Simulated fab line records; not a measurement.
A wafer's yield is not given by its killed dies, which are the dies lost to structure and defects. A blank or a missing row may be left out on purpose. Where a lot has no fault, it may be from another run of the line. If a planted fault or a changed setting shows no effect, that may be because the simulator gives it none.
Which tool was responsible?	flow sky130	33 wafers from 11 lots sampled at 4 of the route's 708 steps

## WHAT THE GAUGES READ, wafer by wafer
SKY_LDD_LDN_TW_MEAS_13.
lot	measured	on	LDD_LDN_TW
L119	day 23 16:09	film_metro-03	1508 1504 1500
L120	day 23 19:13	film_metro-02	1465 1469 1467
L121	day 23 23:50	film_metro-01	1502 1492 1499
L122	day 24 04:33	film_metro-02	1460 1468 1463
L124	day 25 04:16	film_metro-02	1464 1465 1457
L133	day 28 05:33	film_metro-02	1374 1363 1369
L134	day 28 14:58	film_metro-02	1367 1363 1367
L136	day 29 12:31	film_metro-01	1497 1508 1500
L137	day 29 19:02	film_metro-01	1512 1504 1504
L138	day 29 21:42	film_metro-03	1506 1504 1498
L140	day 30 07:36	film_metro-02	1449 1453 1450

## WHICH TOOL RAN EACH LOT (tool, then ch and the chambers of the sampled wafers, then the start)
lot	SKY_POLY_GATE_ETCH_15	SKY_POLY_GATE_ETCH_17	SKY_LDD_LDN_IMPLANT_09
L119	rie_diel-02 ch 1,2,3, day 17 00:19	rie_si-02 ch 0,1,2, day 17 00:29	implanter-03 ch 0, day 23 15:36
L120	rie_diel-01 ch 1,2,3, day 17 05:37	rie_si-02 ch 0,2,3, day 17 05:47	implanter-04 ch 0, day 23 18:41
L121	rie_diel-04 ch 0,2,3, day 17 12:07	rie_si-02 ch 0,1,2, day 17 12:17	implanter-03 ch 0, day 23 23:17
L122	rie_diel-01 ch 2,3, day 17 14:16	rie_si-02 ch 0,1,3, day 17 14:28	implanter-03 ch 0, day 24 04:00
L124	rie_diel-04 ch 0,1,3, day 18 15:13	rie_si-01 ch 0,2, day 18 15:23	implanter-03 ch 0, day 25 03:44
L133	rie_diel-04 ch 0,3, day 21 21:59	rie_si-02 ch 0,2, day 21 22:10	implanter-03 ch 0, day 28 05:00
L134	rie_diel-04 ch 0,3, day 22 06:11	rie_si-01 ch 0,2,3, day 22 06:22	implanter-03 ch 0, day 28 14:28
L136	rie_diel-01 ch 0,1,2, day 23 07:13	rie_si-01 ch 0,2, day 23 07:24	implanter-02 ch 0, day 29 11:59
L137	rie_diel-02 ch 0,2,3, day 23 11:57	rie_si-02 ch 0,1,3, day 23 12:07	implanter-04 ch 0, day 29 18:32
L138	rie_diel-01 ch 0,1,2, day 23 17:04	rie_si-01 ch 0,1, day 23 17:15	implanter-04 ch 0, day 29 21:10
L140	rie_diel-01 ch 0,1, day 24 04:58	rie_si-01 ch 1,3, day 24 05:09	implanter-02 ch 0, day 30 07:03
- SKY_POLY_GATE_ETCH_15: etches BARC in N2/H2, stops on SiO2, time 118.5 s, target depth 110 nm.
- SKY_POLY_GATE_ETCH_17: etches poly-Si in HBr/Cl2, stops on SiO2, target depth 180 nm, time 70.5 s.
- SKY_LDD_LDN_IMPLANT_09

## AS READ BY THE TOOLS THEMSELVES (means over the sampled wafers that have a number; for cases with no such wafer, the mark the record gives instead)
SKY_POLY_GATE_ETCH_15.
lot	tool	drypump_motor_current_A (A)	oes_product_au (a.u.)	throttle_valve_pct (%)
L119	rie_diel-02	6.2	0.715	13.204
L120	rie_diel-01	5.1	0.717	13.217
L121	rie_diel-04	5.9	0.717	13.224
L122	rie_diel-01	5.4	0.718	13.218
L124	rie_diel-04	6.0	0.713	13.210
L133	rie_diel-04	5.7	0.715	13.211
L134	rie_diel-04	5.9	0.717	13.210
L136	rie_diel-01	5.5	0.717	13.217
L137	rie_diel-02	6.1	0.717	13.214
L138	rie_diel-01	5.5	0.715	13.211
L140	rie_diel-01	5.9	0.716	13.212

SKY_POLY_GATE_ETCH_17.
lot	tool	drypump_motor_current_A (A)	oes_product_au (a.u.)	throttle_valve_pct (%)
L119	rie_si-02	5.65	0.991	33.689
L120	rie_si-02	5.56	0.994	33.690
L121	rie_si-02	5.65	0.988	33.681
L122	rie_si-02	5.71	0.992	33.679
L124	rie_si-01	5.72	0.986	33.681
L133	rie_si-02	5.51	0.987	33.699
L134	rie_si-01	5.81	0.982	33.687
L136	rie_si-01	5.72	0.978	33.688
L137	rie_si-02	5.70	0.983	33.680
L138	rie_si-01	5.70	0.991	33.673
L140	rie_si-01	5.90	0.992	33.687

SKY_LDD_LDN_IMPLANT_09.
lot	tool	dose_ions_cm2	end_station_pressure_torr (Torr)	faraday_current_uA	rotation_deg (degrees)
L119	implanter-03	1.25e+13	5.28e-06	69.5	112.98
L120	implanter-04	1.25e+13	4.95e-06	70.5	113.04
L121	implanter-03	1.25e+13	4.86e-06	69.0	112.98
L122	implanter-03	1.25e+13	5.19e-06	71.2	113.01
L124	implanter-03	1.25e+13	4.96e-06	70.0	112.99
L133	implanter-03	2.05e+12	4.89e-06	11.5	113.00
L134	implanter-03	2.03e+12	5.19e-06	11.5	112.98
L136	implanter-02	1.25e+13	5.25e-06	69.4	113.00
L137	implanter-04	1.25e+13	4.95e-06	70.6	113.02
L138	implanter-04	1.25e+13	5.22e-06	71.7	112.99
L140	implanter-02	1.25e+13	5.11e-06	71.2	112.98

## THE ANSWER, worked out from the rows above alone
Rule: the usual values come from the lots themselves. Put in order of their means at a reading, lots are off if they are a third of the lots or fewer, leave a main group of 4 or more, and stand apart from it by a gap of 3 or more times the standard deviation of the main group's means; of several such gaps the widest counts. A main group whose means are all the same, to the digits that the tables above print for the reading, isn't used. A lot without any number at a reading at which 4 lots or more have one is off too. The other lots that the step has rows for count as sound. First the gauges in route order, then the tools' own readings, where a lot's mean is used as printed above. At the first step where some lot is off, the reading lying furthest off is the one used; lots without a number count as furthest.
Off: L133, L134, at SKY_LDD_LDN_TW_MEAS_13 (LDD_LDN_TW). Mean 1484 and standard deviation 21 in the main group.
A tool fits if, at a process step before that reading, it ran every lot that is off, and no sound lot after the first of them. The gauges at SKY_LDD_LDN_TW_MEAS_13 aren't tried: what is off there is off at SKY_LDD_LDN_IMPLANT_09 too, on other tools, and a gauge's error can't cause that. 2 tools fit, rie_diel-04 at SKY_POLY_GATE_ETCH_15 and implanter-03 at SKY_LDD_LDN_IMPLANT_09, so this cannot tell which one it is.

## WHAT HAD BEEN PUT IN BY THE SIMULATOR
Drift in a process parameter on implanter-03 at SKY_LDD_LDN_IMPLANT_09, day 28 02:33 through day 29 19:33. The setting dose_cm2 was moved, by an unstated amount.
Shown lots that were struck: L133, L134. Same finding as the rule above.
